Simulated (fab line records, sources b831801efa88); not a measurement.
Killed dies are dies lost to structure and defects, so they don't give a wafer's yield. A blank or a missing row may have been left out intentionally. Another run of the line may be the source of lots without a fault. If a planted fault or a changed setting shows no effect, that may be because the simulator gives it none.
fab line records | flow sky130
record lots=7 wafers=19 last-day=50
route steps=708 shown VIA2@527 METAL3@532 CAPM@537 PAD_OPEN@708
lots untouched by any fault: they come from a run of this same line in which no faults occurred
start-h: hours from the record's first day to the start of the lot's first wafer shown | wait-h: time in hours since the lot's previous step | " identical to the entry in the row above | L1.1+2: several wafers, shown together as one row | - either no value or no given start | * or withheld: withheld | < > ~ a bound
route shown NAME@n: a module of which the file shows steps, and the number in the route of the first | usual: mean/standard deviation taken from wafers without a fault | same: alike in all rows | chamber/n: place in a boat | sites: per-site readings | _std_site: standard deviation of those values | _edge_site: the outer-site mean with the inner-site mean subtracted | radius-mm: for every site, how far away it sits from the centre of the wafer | mask NAME#n: copy n | behind: the last tool/chamber to shape the wafer | hold: cause of the lot's hold/its duration in hours/its outcome | device: the transistor (n, p or np) that didn't switch | end of line: the tests these same wafers got at the end of their route | for a step that has no rows: nothing shown but its recipe | killed: dies that structure and defects cost at the first sort, which is not the same as the wafer's yield | map: a wafer's dies, x killed, . not, _ none there
set.NAME: the setting the step ran with; set.NAME@STEP: the setting that earlier step ran with | model.NAME: the simulator's own value behind a step, which no gauge read
lots at some steps of the route; a table a step, a row a wafer
services: the hour from which a tool's chamber was out of use, counted from the record's first day as start-h (under 0 if before that day), plus the number of hours and why
## steps
# step SKY_VIA2_SPUTTER_20
# recipe material=TiN target-thk-nm=20 chamber-pressure-pa=5 power-w=4000 time-s=80
# usual throttle-valve-pct=30.2/1.2
# columns lot.wafer tool chamber start-h wait-h throttle-valve-pct
L524.2 pvd-sputter-01 - 884.00 0.0 31.4
L524.4 " - " " 31.5
L524.5 " - " " 31.2
L526.1 pvd-sputter-03 - 895.28 0.0 28.1
L526.2 " - " " 28.0
L526.6 " - " " 28.3
L531.3 pvd-sputter-01 - 935.60 0.0 31.2
L531.4 " - " " 31.7
L531.6 " - " " 31.1
L533.1 pvd-sputter-01 - 955.95 0.0 31.2
L533.3 " - " " 31.0
L535.1 pvd-sputter-03 - 972.86 0.0 28.4
L535.5 " - " " 28.0
L537.1 pvd-sputter-01 - 984.65 0.0 31.0
L537.2 " - " " 31.7
L537.4 " - " " 31.2
L540.1 pvd-sputter-01 - 1005.97 0.0 31.0
L540.3 " - " " 31.2
L540.4 " - " " 31.4
# step SKY_VIA2_CVD_21
# recipe material=W target-thk-nm=420 time-s=126.4 temp-c=400 pressure-torr=40
# usual heater-power-w=904/88
# columns lot.wafer tool chamber start-h wait-h heater-power-w
L524.2 cvd-w-01 0 884.06 0.0 994
L524.4 " 1 " " 890
L524.5 " 0 " " 1014
L526.1 cvd-w-01 0 895.34 0.0 999
L526.2 " 1 " " 924
L526.6 " 1 " " 907
L531.3 cvd-w-01 0 935.71 0.1 970
L531.4 " 1 " " 900
L531.6 " 1 " " 912
L533.1 cvd-w-02 0 956.02 0.0 751
L533.3 " 1 " " 872
L535.1 cvd-w-02 1 972.92 0.0 899
L535.5 " 0 " " 753
L537.1 cvd-w-02 0 984.71 0.0 753
L537.2 " 1 " " 888
L537.4 " 0 " " 737
L540.1 cvd-w-01 1 1006.03 0.0 918
L540.3 " 1 " " 894
L540.4 " 0 " " 991
# step SKY_VIA2_RS_MEAS_22
# recipe thk-meas-gauge=four-point-probe reads=W_of_VIA2_CVD_21+TiN_of_VIA2_SPUTTER_20
# usual VIA2_W_RS=0.274/0.0035
# columns lot.wafer tool chamber start-h wait-h VIA2_W_RS[ohm/sq]
L524.2 film-metro-04 - 884.22 0.1 0.274
L524.4 " - " " 0.278
L524.5 " - " " 0.274
L526.1 film-metro-04 - 895.47 0.1 0.275
L526.2 " - " " 0.278
L526.6 " - " " 0.280
L531.3 film-metro-01 - 935.84 0.1 0.277
L531.4 " - " " 0.278
L531.6 " - " " 0.278
L533.1 film-metro-04 - 956.15 0.1 0.271
L533.3 " - " " 0.275
L535.1 film-metro-01 - 973.05 0.1 0.271
L535.5 " - " " 0.269
L537.1 film-metro-04 - 984.84 0.1 0.275
L537.2 " - " " 0.273
L537.4 " - " " 0.276
L540.1 film-metro-01 - 1006.16 0.1 0.274
L540.3 " - " " 0.274
L540.4 " - " " 0.271
# step SKY_VIA2_THK_MEAS_23
# recipe thk-meas-gauge=xrf reads=W_of_VIA2_CVD_21
# usual VIA2_W_THK=438/6.7
# columns lot.wafer tool chamber start-h wait-h VIA2_W_THK[nm]
L524.2 film-metro-04 - 884.33 0.1 439
L524.4 " - " " 437
L524.5 " - " " 438
L526.1 film-metro-04 - 895.59 0.1 436
L526.2 " - " " 432
L526.6 " - " " 429
L531.3 film-metro-01 - 935.94 0.1 432
L531.4 " - " " 430
L531.6 " - " " 433
L533.1 film-metro-04 - 956.27 0.1 438
L533.3 " - " " 431
L535.1 film-metro-01 - 973.17 0.1 442
L535.5 " - " " 443
L537.1 film-metro-04 - 984.96 0.1 439
L537.2 " - " " 436
L537.4 " - " " 435
L540.1 film-metro-01 - 1006.28 0.1 438
L540.3 " - " " 439
L540.4 " - " " 442
# step SKY_VIA2_CMP_24
# recipe stop-on=SiO2 t-overpolish-s=20 down-force-psi=3.5 platen-rpm=60 target-thk-nm=0 pad-velocity-m-s=0.94248
# usual motor-current-A=11.2/1.1 overpolish-run-s=19.999/0.0099 slurry-filter-dp-kPa=13.49/0.14 time-to-endpoint-s=100/4
# columns lot.wafer tool chamber start-h wait-h motor-current-A overpolish-run-s slurry-filter-dp-kPa time-to-endpoint-s
L524.2 cmp-02 2 884.43 0.1 11.1 20.003 13.42 101
L524.4 " 3 " " 12.9 20.000 13.55 105
L524.5 " 2 " " 11.4 20.004 13.25 101
L526.2 cmp-01 3 895.70 0.1 10.0 20.006 13.48 100
L526.1 " 0 " " 10.7 20.011 13.86 93
L526.6 " 3 " " 9.9 20.010 13.44 100
L531.3 cmp-02 0 936.03 0.1 10.8 19.994 13.40 93
L531.4 " 2 " " 11.4 19.990 13.62 93
L531.6 " 3 " " 12.3 19.992 13.35 101
L533.1 cmp-01 1 956.38 0.1 10.6 19.987 13.31 101
L533.3 " 3 " " 9.7 20.005 13.84 104
L535.1 cmp-02 0 973.23 0.1 10.0 20.002 13.55 98
L535.5 " 1 " " 12.8 19.999 13.42 105
L537.4 cmp-02 1 985.02 0.0 13.2 20.011 13.41 99
L537.2 " 3 " " 13.1 19.993 13.46 102
L537.1 " 0 " " 10.5 19.994 13.47 98
L540.1 cmp-02 3 1006.34 0.1 13.3 19.988 13.43 103
L540.4 " 0 " " 10.5 19.992 13.49 99
L540.3 " 1 " " 12.6 20.008 13.34 103
# step SKY_METAL3_SPUTTER_00
# recipe material=Ti target-thk-nm=15 power-w=3000 time-s=10 chamber-pressure-pa=0.4
# step SKY_METAL3_SPUTTER_01
# recipe material=TiN target-thk-nm=20 power-w=6500 time-s=16.7 chamber-pressure-pa=0.4
# step SKY_METAL3_SPUTTER_02
# recipe material=AlCu target-thk-nm=735 power-w=10600 time-s=39.1 chamber-pressure-pa=0.4
# step SKY_METAL3_SPUTTER_03
# recipe material=Ti target-thk-nm=5 power-w=3000 time-s=3.3 chamber-pressure-pa=0.4
# usual throttle-valve-pct=30.0/1.1
# columns lot.wafer tool chamber start-h wait-h throttle-valve-pct
L524.2 pvd-sputter-04 - 884.76 0.0 29.6
L524.4 " - " " 29.8
L524.5 " - " " 30.6
L526.1 pvd-sputter-04 - 896.05 0.0 28.7
L526.2 " - " " 30.0
L526.6 " - " " 29.6
L531.3 pvd-sputter-01 - 936.36 0.0 31.1
L531.4 " - " " 31.1
L531.6 " - " " 31.2
L533.1 pvd-sputter-04 - 956.71 0.0 30.4
L533.3 " - " " 29.3
L535.1 pvd-sputter-01 - 973.62 0.0 31.1
L535.5 " - " " 31.1
L537.1 pvd-sputter-03 - 985.40 0.0 29.9
L537.2 " - " " 29.7
L537.4 " - " " 28.0
L540.1 pvd-sputter-03 - 1006.73 0.0 29.7
L540.3 " - " " 29.8
L540.4 " - " " 28.1
# step SKY_METAL3_SPUTTER_04
# recipe material=TiN target-thk-nm=70 power-w=6500 time-s=58.3 chamber-pressure-pa=0.4
# usual throttle-valve-pct=29.9/1.1
# columns lot.wafer tool chamber start-h wait-h throttle-valve-pct
L524.2 pvd-sputter-04 - 884.78 0.0 29.6
L524.4 " - " " 30.1
L524.5 " - " " 30.6
L526.1 pvd-sputter-04 - 896.07 0.0 28.7
L526.2 " - " " 29.8
L526.6 " - " " 29.6
L531.3 pvd-sputter-01 - 936.38 0.0 31.1
L531.4 " - " " 31.1
L531.6 " - " " 31.0
L533.1 pvd-sputter-04 - 956.73 0.0 30.5
L533.3 " - " " 29.6
L535.1 pvd-sputter-01 - 973.63 0.0 31.0
L535.5 " - " " 30.9
L537.1 pvd-sputter-03 - 985.42 0.0 30.1
L537.2 " - " " 29.7
L537.4 " - " " 28.1
L540.1 pvd-sputter-03 - 1006.75 0.0 30.3
L540.3 " - " " 29.7
L540.4 " - " " 28.0
# step SKY_CAPM_CVD_00
# recipe material=SiO2 target-thk-nm=15.5 temp-c=400 time-s=withheld rf-w=450
# step SKY_CAPM_THK_MEAS_01
# recipe reads=SiO2_of_CAPM_CVD_00
# usual CAPM_CVD_00_THK=15.56/0.24
# columns lot.wafer tool chamber start-h wait-h CAPM_CVD_00_THK[nm]
L524.2 film-metro-01 - 884.86 - 15.27
L524.4 " - " " 15.66
L524.5 " - " " 16.10
L526.1 film-metro-01 - 896.14 - 15.19
L526.2 " - " " 15.20
L526.6 " - " " 15.59
L531.3 film-metro-04 - 936.47 - 15.36
L531.4 " - " " 15.39
L531.6 " - " " 15.44
L533.1 film-metro-03 - 956.81 - 15.28
L533.3 " - " " 15.47
L535.1 film-metro-01 - 973.72 - 15.61
L535.5 " - " " 15.64
L537.1 film-metro-03 - 985.49 - 15.66
L537.2 " - " " 15.51
L537.4 " - " " 16.18
L540.1 film-metro-04 - 1006.86 - 15.45
L540.3 " - " " 15.65
L540.4 " - " " 15.50
# step SKY_CAPM_SPUTTER_02
# recipe material=TiN target-thk-nm=200 temp-c=300 power-w=6500 time-s=166.7 chamber-pressure-pa=0.4
# usual throttle-valve-pct=30.2/1
# columns lot.wafer tool chamber start-h wait-h throttle-valve-pct model.TiN_of_CAPM_SPUTTER_02.thk-nm
L524.2 pvd-sputter-02 - 884.91 0.0 28.7 203.3
L524.4 " - " " 30.3 203.6
L524.5 " - " " 28.5 203.4
L526.1 pvd-sputter-01 - 896.20 0.1 31.8 204.9
L526.2 " - " " 31.4 202.7
L526.6 " - " " 32.0 204.4
L531.3 pvd-sputter-02 - 936.51 0.0 28.5 226.4
L531.4 " - " " 29.9 201.5
L531.6 " - " " 30.2 204.1
L533.1 pvd-sputter-02 - 956.87 0.1 29.7 226.4
L533.3 " - " " 28.8 225.7
L535.1 pvd-sputter-02 - 973.78 0.1 29.5 230.3
L535.5 " - " " 30.2 201.7
L537.1 pvd-sputter-01 - 985.55 0.1 31.8 202.9
L537.2 " - " " 31.1 201
L537.4 " - " " 31.0 201
L540.1 pvd-sputter-04 - 1006.92 0.1 29.6 195.6
L540.3 " - " " 28.6 195.5
L540.4 " - " " 29.8 197
# step SKY_CAPM_RS_MEAS_03
# recipe thk-meas-gauge=four-point-probe reads=TiN_of_CAPM_SPUTTER_02
# usual CAPM_TIN_RS=6.88/0.098
# columns lot.wafer tool chamber start-h wait-h CAPM_TIN_RS[ohm/sq]
L524.2 film-metro-03 - 885.04 0.1 6.80
L524.4 " - " " 6.78
L524.5 " - " " 6.80
L526.1 film-metro-04 - 896.31 0.1 6.73
L526.2 " - " " 6.81
L526.6 " - " " 6.76
L531.3 film-metro-01 - 936.66 0.1 6.10
L531.4 " - " " 6.87
L531.6 " - " " 6.77
L533.1 film-metro-01 - 956.98 0.1 6.11
L533.3 " - " " 6.12
L535.1 film-metro-03 - 973.88 0.1 5.99
L535.5 " - " " 6.86
L537.1 film-metro-01 - 985.66 0.1 6.81
L537.2 " - " " 6.90
L537.4 " - " " 6.88
L540.1 film-metro-01 - 1007.03 0.1 7.09
L540.3 " - " " 7.09
L540.4 " - " " 7.02
# step SKY_CAPM_THK_MEAS_04
# recipe thk-meas-gauge=xrf reads=TiN_of_CAPM_SPUTTER_02
# usual CAPM_TIN_THK=201/3.1
# columns lot.wafer tool chamber start-h wait-h CAPM_TIN_THK[nm]
L524.2 film-metro-03 - 885.15 0.1 202
L524.4 " - " " 201
L524.5 " - " " 202
L526.1 film-metro-04 - 896.43 0.1 204
L526.2 " - " " 202
L526.6 " - " " 205
L531.3 film-metro-01 - 936.76 0.1 228
L531.4 " - " " 203
L531.6 " - " " 206
L533.1 film-metro-01 - 957.10 0.1 227
L533.3 " - " " 228
L535.1 film-metro-03 - 974.00 0.1 229
L535.5 " - " " 200
L537.1 film-metro-01 - 985.78 0.1 205
L537.2 " - " " 202
L537.4 " - " " 203
L540.1 film-metro-01 - 1007.15 0.1 197
L540.3 " - " " 197
L540.4 " - " " 198
# step SKY_CAPM_DEHYDRATE_05
# recipe temp-c=200 time-s=60
# step SKY_CAPM_HMDS_06
# recipe prime-time-s=60 prime-temp-c=120
# step SKY_CAPM_COAT_07
# recipe resist=NOVOLAK spin-rpm=3000 resist-thk-nm=1140
# step SKY_CAPM_SOFTBAKE_08
# recipe temp-c=90 time-s=60 resist=NOVOLAK
# step SKY_CAPM_EXPOSE_09
# recipe mask-id=CAPM na=0.6 source-shape=conventional sigma-outer=0.6 polarization=unpolarized target-cd-nm=1000 dose-mj=159
# step SKY_CAPM_PEB_10
# recipe temp-c=withheld time-s=* resist=NOVOLAK
# step SKY_CAPM_DEVELOP_11
# recipe resist=NOVOLAK developer=TMAH develop-time-s=60 dev-temp-c=23
# step SKY_CAPM_OVL_MEAS_12
# usual CAPM_OVL=0.2/1.6
# columns lot.wafer tool chamber start-h wait-h CAPM_OVL[nm]
L524.2 overlay-01 - 910.70 0.1 -0.4
L524.4 " - " " 0.2
L524.5 " - " " -0.9
L526.1 overlay-02 - 921.10 0.1 -1.7
L526.2 " - " " -3.4
L526.6 " - " " -0.2
L531.3 overlay-02 - 961.86 0.1 1.7
L531.4 " - " " 0.8
L531.6 " - " " 1.8
L533.1 overlay-01 - 981.98 0.1 -0.8
L533.3 " - " " -2.9
L535.1 overlay-01 - 997.75 0.1 0.7
L535.5 " - " " -1.5
L537.1 overlay-01 - 1009.15 0.1 0.1
L537.2 " - " " -0.1
L537.4 " - " " -1.0
L540.1 overlay-02 - 1030.53 0.1 1.0
L540.3 " - " " 1.8
L540.4 " - " " 0.4
# step SKY_CAPM_METAL_ETCH_13
# recipe target-depth-nm=220 stop-on=SiO2 chemistry=Cl2/BCl3 target=TiN pressure-mtorr=10 icp-w=900 bias-w=48.5 Cl2_flow_sccm=60 bcl3-flow-sccm=30 time-s=62.9
# usual bcl3-flow-sccm=29.99/0.096 drypump-motor-current-A=5.6/0.31 oes-product-au=0.943/0.0094 throttle-valve-pct=21.899/0.01
# columns lot.wafer tool chamber start-h wait-h bcl3-flow-sccm drypump-motor-current-A oes-product-au rf-hours-counter-h throttle-valve-pct
L524.2 rie-metal-01 1 910.76 0.0 29.91 5.3 0.948 - 21.900
L524.4 " 1 " " 29.79 5.3 0.952 - 21.884
L524.5 " 1 " " 30.17 5.3 0.943 - 21.895
L526.1 rie-metal-02 1 921.14 0.0 29.95 5.6 0.959 7 21.894
L526.2 " 0 " " 29.89 6.1 0.947 1 21.900
L526.6 " 1 " " 29.87 5.6 0.955 - 21.901
L531.3 rie-metal-02 0 961.91 0.0 29.98 6.1 0.997 - 21.883
L531.4 " 1 " " 29.96 5.6 0.938 - 21.887
L531.6 " 1 " " 29.97 5.6 0.954 - 21.884
L533.1 rie-metal-02 0 982.02 0.0 30.02 6.1 1.000 3 21.855
L533.3 " 0 " " 29.98 6.1 0.990 - 21.893
L535.1 rie-metal-02 1 997.79 0.0 29.90 5.6 1.002 11 21.862
L535.5 " 0 " " 30.10 6.1 0.947 - 21.900
L537.1 rie-metal-02 0 1009.18 0.0 30.01 6.1 0.946 4 21.899
L537.2 " 1 " " 29.95 5.6 0.938 12 21.887
L537.4 " 1 " " 30.07 5.6 0.949 - 21.900
L540.1 rie-metal-02 1 1030.57 0.0 29.97 5.6 0.926 14 21.892
L540.3 " 0 " " 30.11 6.1 0.929 - 21.905
L540.4 " 1 " " 30.10 5.6 0.929 - 21.912
# step SKY_CAPM_STRIP_14
# recipe chemistry=O2/N2 power-w=1400 pressure-mtorr=1500 platen-temp-c=withheld o2-flow-sccm=3000 n2-flow-sccm=300 overash-fraction=0.5
# step SKY_CAPM_STRIP_15
# recipe chemistry=post-etch-residue-remover time-s=1200 temp-c=72.5
# columns lot.wafer tool chamber start-h wait-h model.TiN_of_CAPM_SPUTTER_02.thk-nm
L524.2+5 wet-bench-02 2 910.99 0.1 202.9
L524.4 " 2 " " 203.1
L526.1 wet-bench-01 1 921.31 0.1 204.5
L526.2 " 1 " " 202.2
L526.6 " 1 " " 204
L531.3 wet-bench-02 0 962.09 0.1 226
L531.4 " 0 " " 201.1
L531.6 " 0 " " 203.7
L533.1 wet-bench-04 0 982.20 0.1 226
L533.3 " 0 " " 225.3
L535.1 wet-bench-02 0 997.96 0.1 229.9
L535.5 " 0 " " 201.2
L537.1 wet-bench-01 0 1009.36 0.1 202.5
L537.2 " 0 " " 200.5
L537.4 " 0 " " 200.6
L540.1 wet-bench-04 1 1030.75 0.1 195.2
L540.3 " 1 " " 195
L540.4 " 1 " " 196.6
# step SKY_CAPM_CLEAN_16
# recipe chemistry=IPA time-s=180 temp-c=25
# step SKY_PAD_OPEN_PROBE_99
# usual defect-limited-yield=82.6/1.7 killed_at_M0_to_M3=43/7 killed_at_M4_up=3.1/1.5 killed-at-contacts=23/4.9 killed-at-front-end=16/3.9 killed-at-other=0.3/0.52 killed-dies=86/8.2 killed-on-rim=16/3.7 killed-open=47/6.1 killed-short=38/5.8
# same gross-dies=492 killed-at-back-side=0
# columns lot.wafer tool chamber start-h wait-h defect-limited-yield[%] killed_at_M0_to_M3 killed_at_M4_up killed-at-contacts killed-at-front-end killed-at-other killed-dies killed-on-rim killed-open killed-short
L524.2 prober-02 - 1112.20 0.1 81.7 48 2 25 15 0 90 11 50 40
L524.4 prober-02 - 1112.30 0.2 79.1 43 5 30 25 0 103 23 59 44
L524.5 prober-02 - 1112.35 0.2 82.7 43 3 26 13 0 85 23 49 36
L526.1 prober-01 - 1119.60 0.1 82.7 46 4 25 10 0 85 21 57 27
L526.2 prober-01 - 1119.65 0.1 81.5 41 3 30 17 0 91 24 43 48
L526.6 prober-01 - 1119.85 0.2 81.3 49 2 29 12 0 92 18 60 32
L531.3 prober-01 - 1153.24 0.2 41.9 46 5 23 23 189 286 88 47 50
L531.4 prober-01 - 1153.29 0.2 87.0 34 1 18 11 0 64 15 31 33
L531.6 prober-01 - 1153.39 0.2 82.9 44 3 18 19 0 84 14 44 40
L533.1 prober-01 - 1166.97 0.1 47.8 45 3 29 18 162 257 87 45 47
L533.3 prober-01 - 1167.07 0.2 57.3 52 3 20 11 124 210 69 38 49
L535.1 prober-02 - 1180.67 0.1 11.8 50 3 24 18 339 434 63 54 42
L535.5 prober-02 - 1180.87 0.2 82.5 45 3 18 20 0 86 13 44 42
L537.1 prober-02 - 1189.62 0.1 83.5 39 3 24 15 0 81 14 46 35
L537.2 prober-02 - 1189.67 0.1 78.7 55 2 31 16 1 105 11 55 48
L537.4 prober-02 - 1189.77 0.2 81.1 40 4 33 16 0 93 18 50 43
L540.1 prober-01 - 1206.40 0.1 84.6 42 1 15 18 0 76 13 46 30
L540.3 prober-01 - 1206.50 0.2 82.3 44 2 23 18 0 87 16 42 45
L540.4 prober-01 - 1206.55 0.2 83.3 44 5 14 19 0 82 16 50 32
# killed by level:class
L524.2 VIA2:geometric-particle:open=9 VIA1:geometric-particle:open=7 CONTACT:geometric-particle:open=7 VIA3:geometric-particle:open=7 CONTACT:geometric-particle:short=6 METAL2:geometric-particle:short=6 POLY_GATE:geometric-particle:short=5 LI_CONTACT:geometric-particle:open=5
L524.4 LI_CONTACT:geometric-particle:open=12 CONTACT:geometric-particle:open=10 VIA3:geometric-particle:open=9 POLY_GATE:geometric-particle:open=9 METAL3:geometric-particle:short=7 POLY_GATE:geometric-particle:short=6 VIA1:geometric-particle:open=6 VIA1:geometric-particle:short=5
L524.5 VIA1:geometric-particle:open=11 CONTACT:geometric-particle:open=9 METAL2:geometric-particle:short=7 POLY_GATE:geometric-particle:open=6 LI_CONTACT:geometric-particle:open=6 VIA3:geometric-particle:open=6 VIA2:geometric-particle:open=5 VIA3:geometric-particle:short=5
L526.1 VIA1:geometric-particle:open=14 LI_CONTACT:geometric-particle:open=9 VIA3:geometric-particle:open=8 VIA2:geometric-particle:open=8 CONTACT:geometric-particle:open=7 METAL2:geometric-particle:short=5 CONTACT:geometric-particle:short=4 METAL1:geometric-particle:short=4
L526.2 LI_CONTACT:geometric-particle:open=9 CONTACT:geometric-particle:open=8 METAL1:geometric-particle:short=8 VIA1:geometric-particle:open=8 METAL2:geometric-particle:short=6 FIELD_ISO:geometric-particle:open=5 VIA3:geometric-particle:short=5 CONTACT:geometric-particle:short=5
L526.6 CONTACT:geometric-particle:open=15 VIA1:geometric-particle:open=15 VIA2:geometric-particle:open=9 FIELD_ISO:geometric-particle:open=6 VIA3:geometric-particle:open=6 LOCAL_INTERCONNECT:geometric-particle:short=5 LI_CONTACT:geometric-particle:open=4 CONTACT:geometric-particle:short=4
L531.3 CAPM:area-etch=188 VIA1:geometric-particle:open=12 CONTACT:geometric-particle:open=9 POLY_GATE:geometric-particle:short=8 CONTACT:geometric-particle:short=7 POLY_GATE:geometric-particle:open=6 METAL1:geometric-particle:short=6 VIA1:geometric-particle:short=6
L531.4 VIA1:geometric-particle:open=7 FIELD_ISO:geometric-particle:short=5 LI_CONTACT:geometric-particle:open=5 CONTACT:geometric-particle:open=5 CONTACT:geometric-particle:short=4 METAL1:geometric-particle:short=4 VIA1:geometric-particle:short=4 METAL2:geometric-particle:short=4
L531.6 VIA1:geometric-particle:open=11 CONTACT:geometric-particle:open=10 METAL1:geometric-particle:short=7 FIELD_ISO:geometric-particle:short=6 FIELD_ISO:geometric-particle:open=5 LOCAL_INTERCONNECT:geometric-particle:short=4 VIA2:geometric-particle:short=4 VIA2:geometric-particle:open=4
L533.1 CAPM:area-etch=161 CONTACT:geometric-particle:open=9 LI_CONTACT:geometric-particle:short=8 LI_CONTACT:geometric-particle:open=7 VIA1:geometric-particle:short=7 VIA1:geometric-particle:open=7 VIA2:geometric-particle:open=6 POLY_GATE:geometric-particle:open=5
L533.3 CAPM:area-etch=123 VIA1:geometric-particle:open=13 METAL3:geometric-particle:short=8 VIA3:geometric-particle:open=7 METAL2:geometric-particle:short=6 CONTACT:geometric-particle:short=5 VIA2:geometric-particle:short=5 VIA2:geometric-particle:open=5
L535.1 CAPM:area-etch=338 VIA1:geometric-particle:open=12 CONTACT:geometric-particle:open=10 VIA2:geometric-particle:open=9 POLY_GATE:geometric-particle:short=6 LI_CONTACT:geometric-particle:open=6 FIELD_ISO:geometric-particle:open=5 METAL2:geometric-particle:short=5
L535.5 VIA1:geometric-particle:open=13 CONTACT:geometric-particle:open=6 POLY_GATE:geometric-particle:open=5 POLY_GATE:geometric-particle:short=5 VIA3:geometric-particle:short=5 VIA1:geometric-particle:short=5 METAL2:geometric-particle:short=5 FIELD_ISO:geometric-particle:open=4
L537.1 VIA1:geometric-particle:open=11 VIA3:geometric-particle:open=10 CONTACT:geometric-particle:open=8 CONTACT:geometric-particle:short=8 METAL3:geometric-particle:short=5 FIELD_ISO:geometric-particle:open=4 POLY_GATE:geometric-particle:open=4 VIA2:geometric-particle:open=4
L537.2 CONTACT:geometric-particle:open=12 VIA1:geometric-particle:open=12 LI_CONTACT:geometric-particle:open=7 METAL1:geometric-particle:short=7 VIA1:geometric-particle:short=6 METAL2:geometric-particle:short=6 VIA3:geometric-particle:short=6 CONTACT:geometric-particle:short=5
L537.4 CONTACT:geometric-particle:open=18 VIA1:geometric-particle:open=9 CONTACT:geometric-particle:short=8 METAL1:geometric-particle:short=7 VIA3:geometric-particle:open=7 FIELD_ISO:geometric-particle:open=4 LI_CONTACT:geometric-particle:open=4 METAL4:geometric-particle:short=4
L540.1 VIA1:geometric-particle:open=13 LI_CONTACT:geometric-particle:open=6 VIA2:geometric-particle:open=6 VIA3:geometric-particle:open=6 CONTACT:geometric-particle:open=4 METAL2:geometric-particle:short=4 POLY_GATE:geometric-particle:short=4 FIELD_ISO:geometric-particle:open=3
L540.3 LI_CONTACT:geometric-particle:open=9 VIA3:geometric-particle:open=9 METAL2:geometric-particle:short=8 VIA2:geometric-particle:open=8 CONTACT:geometric-particle:short=7 VIA1:geometric-particle:open=7 METAL1:geometric-particle:short=6 POLY_GATE:geometric-particle:short=5
L540.4 VIA2:geometric-particle:open=14 CONTACT:geometric-particle:open=6 METAL3:geometric-particle:short=5 VIA3:geometric-particle:open=5 FIELD_ISO:geometric-particle:open=4 POLY_GATE:geometric-particle:open=4 METAL1:geometric-particle:short=4 VIA1:geometric-particle:open=4
# map L531.3 (x killed, . not)
__________.xxxxxx.xx_________
________xxxxxx..xx.xxx_______
______xxxx.xxxxxxx.x.xxx_____
_____xx..xxx..xxx.xx.xxxx____
____xxx.xx..x..xxxxx..xxxx___
___xx.xxx.x.x.x.xx.x.xxxxxx__
__xxxx...x.xxx..x....x.xxxxx_
_xxxx....x.xxxxx...x....xxxxx
_xxx..xx..x.........x.xxxxxxx
_xxxx.....x.x...xx..xx.xxx.x.
_x.....x....xx......x.xxxxxxx
_xxx....xx......x.x..xx.xx.xx
_xx.x...xx...........xxxx.xxx
_xx..x.x.x.x.x....x....x.xxxx
_xxx.x.xx.......x.....xxxxxxx
__xxx...x..x....xx...xx.xxxx_
___x..xx.x.....x.....xx.xxx__
____xxxxx...xx.xxx..xx.xxx___
_____x..x.xx.x.x.x.xxx.xx____
______xx..xxxx..xxx.xxxx_____
________xxx.xx.xxxxxxx_______
__________xx.xxx.xxx_________
# map L533.1 (x killed, . not)
__________xxxxxxxxxx_________
________xxxxxx.xxxxxxx_______
______.xx..x.xxx.xx.xxxx_____
_____xxx.x..xx..xx.x.xxxx____
____xx.xxxx..x....x.xxxxxx___
___x..xxx.x..x.x.x..xxx.xxx__
__xxxxx..x....x..x.x...xxxxx_
_xx...x....x.......x..x..xxxx
_....x.x.x....x..x...xxxxxxxx
_xx...xxx....x......xx.x.xxxx
_x..x...x....xx......x..xx.xx
_x...x...x...xx......x.xxxxxx
_x.xxx......x.....xx.....xxxx
_xx...x.x......xx.x...x....xx
_xxx..x........xx.xx...x.xxxx
__x.......x......x.xxx.xxxxx_
___.x.......x.x.x.xxxxx.xxx__
____.x..x..x.xxx..xx...xxx___
_____xxx..x.x......x.xxxx____
______xxxxx.xx.xxxx..xxx_____
________x..x.x..x.x.xx_______
__________xxxxxxxxxx_________
## services
# columns tool chamber start-h hours kind
cmp-01 - 867.94 12.5 repair
pvd-sputter-03 - 868.93 1.1 repair
rie-metal-01 0 874.16 21.6 repair
cmp-02 - 876.07 0.5 repair
rie-metal-02 0 884.12 - clean
cvd-w-02 - 904.00 14.0 pm
cvd-w-01 1 904.66 3.4 repair
rie-metal-01 - 905.16 0.8 repair
cmp-02 - 907.53 3.5 repair
cmp-01 - 915.85 4.0 pm
rie-metal-02 0 925.63 8.6 repair
pvd-sputter-02 - 937.82 1.3 repair
cmp-01 - 941.23 4.9 pm
cmp-02 - 950.58 5.5 pm
cmp-01 - 963.10 5.9 pm
pvd-sputter-02 - 970.14 3.6 repair
cmp-01 - 975.45 0.4 repair
cvd-w-01 1 980.40 10.8 repair
rie-metal-01 - 980.78 15.6 pm
cvd-w-01 - 986.69 6.9 pm
rie-metal-01 0 1003.49 132.3 repair
pvd-sputter-03 - 1019.54 3.4 repair
rie-metal-01 - 1024.85 2.8 pm
rie-metal-01 - 1028.09 14.6 pm
## key
first-sign step=SKY_CAPM_RS_MEAS_03 reading=CAPM_TIN_RS direction=down sigmas=8.2 usual=6.88 struck=6.08
effect step=SKY_CAPM_THK_MEAS_04 reading=CAPM_TIN_THK direction=up sigmas=8.8 usual=201 struck=228
effect step=SKY_CAPM_METAL_ETCH_13 reading=oes-product-au direction=up sigmas=5.7 usual=0.943 struck=0.997
effect step=SKY_PAD_OPEN_PROBE_99 reading=killed-at-other direction=up sigmas=99+ usual=0.3 struck=203.5
model-effect step=SKY_CAPM_SPUTTER_02 value=TiN_of_CAPM_SPUTTER_02.thk-nm without=202.6 struck=227.2
model-effect step=SKY_CAPM_STRIP_15 value=TiN_of_CAPM_SPUTTER_02.thk-nm without=202.2 struck=226.8
more-kills-born-at SKY_CAPM_METAL_ETCH_13@rie-metal-02=810
met-at SKY_CAPM_SPUTTER_02
struck-wafers L531.3,L533.1,L533.3,L535.1
later-rows-left-out L535.1
onset-between 884.91 936.51
fault kind=process-parameter-drift tool=pvd-sputter-02 chamber=- onset-h=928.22 steps=SKY_CAPM_SPUTTER_02 channel=target-thk-nm offset=24.592 shape=step end-h=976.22 scope=struck-wafers-only acts-in=these-recipes-only stated=200
# later-rows-left-out: the simulator's readings of these wafers behind a module that went badly wrong aren't trusted and aren't shown, but for the sort
